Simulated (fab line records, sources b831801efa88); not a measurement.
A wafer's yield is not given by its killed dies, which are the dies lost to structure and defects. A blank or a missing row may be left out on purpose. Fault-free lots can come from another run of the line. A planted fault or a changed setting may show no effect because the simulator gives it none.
Matching of chambers :: flow gf180mcu :: 3 sister chambers for GF_V1_CVD_02 on pecvd-03
The step deposits SiO2 from TEOS, target thk 850 nm, time 94.851 s. 14 wafers are shown with their chamber, then 7 later ones without.

## EACH WAFER AND ITS CHAMBER
wafer: L445.1
chamber: 2
heater-power-outer-w (W): 271
heater-power-w (W): 511

wafer: L445.5
chamber: 2
heater-power-outer-w (W): 313
heater-power-w (W): 549

wafer: L445.6
chamber: 1
heater-power-outer-w (W): 555
heater-power-w (W): 812

wafer: L447.2
chamber: 0
heater-power-outer-w (W): 294
heater-power-w (W): 544

wafer: L447.3
chamber: 1
heater-power-outer-w (W): 536
heater-power-w (W): 798

wafer: L447.5
chamber: 1
heater-power-outer-w (W): 430
heater-power-w (W): 663

wafer: L451.2
chamber: 0
heater-power-outer-w (W): 296
heater-power-w (W): 527

wafer: L451.4
chamber: 2
heater-power-outer-w (W): 310
heater-power-w (W): 550

wafer: L451.6
chamber: 1
heater-power-outer-w (W): 482
heater-power-w (W): 740

wafer: L452.1
chamber: 2
heater-power-outer-w (W): 272
heater-power-w (W): 491

wafer: L452.5
chamber: 0
heater-power-outer-w (W): 229
heater-power-w (W): 443

wafer: L452.6
chamber: 2
heater-power-outer-w (W): 311
heater-power-w (W): 556

wafer: L453.1
chamber: 2
heater-power-outer-w (W): 322
heater-power-w (W): 554

wafer: L453.3
chamber: 1
heater-power-outer-w (W): 511
heater-power-w (W): 774

SIGNATURES, as means of the wafers listed above
reading: heater-power-outer-w
chamber 0: 273.00
chamber 1: 502.80
chamber 2: 299.83
scatter within a chamber: 37

reading: heater-power-w
chamber 0: 504.67
chamber 1: 757.40
chamber 2: 535.17
scatter within a chamber: 46.4
Rule: distance of a wafer from a chamber = root of the sum over the readings of ((wafer's reading minus chamber's mean) / reading's scatter) squared. The wafer belongs to the nearest chamber; if the next one is less than 2 further off, it can't be placed. The scatter: the root of (the sum of the squares of (reading less its chamber's mean) over the shown wafers, divided by (wafers less chambers)).

## WAFERS WITH NO CHAMBER GIVEN
wafer: L453.5
heater-power-outer-w (W): 349
heater-power-w (W): 607

wafer: L457.3
heater-power-outer-w (W): 292
heater-power-w (W): 542

wafer: L457.5
heater-power-outer-w (W): 494
heater-power-w (W): 724

wafer: L457.6
heater-power-outer-w (W): 311
heater-power-w (W): 548

wafer: L462.2
heater-power-outer-w (W): 499
heater-power-w (W): 751

wafer: L462.3
heater-power-outer-w (W): 288
heater-power-w (W): 515

wafer: L462.5
heater-power-outer-w (W): 314
heater-power-w (W): 546

## CHAMBER TAKEN BY EACH
wafer: L453.5
from the rows above: can't be placed: 2 or 0
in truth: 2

wafer: L457.3
from the rows above: can't be placed: 2 or 0
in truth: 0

wafer: L457.5
from the rows above: 1
in truth: 1

wafer: L457.6
from the rows above: can't be placed: 2 or 0
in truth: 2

wafer: L462.2
from the rows above: 1
in truth: 1

wafer: L462.3
from the rows above: can't be placed: 0 or 2
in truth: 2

wafer: L462.5
from the rows above: can't be placed: 2 or 0
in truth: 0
2 of 7 placed correctly. From these rows, 5 cannot be placed; in 5 the true chamber is one of the candidates. Placed wrongly: 0.
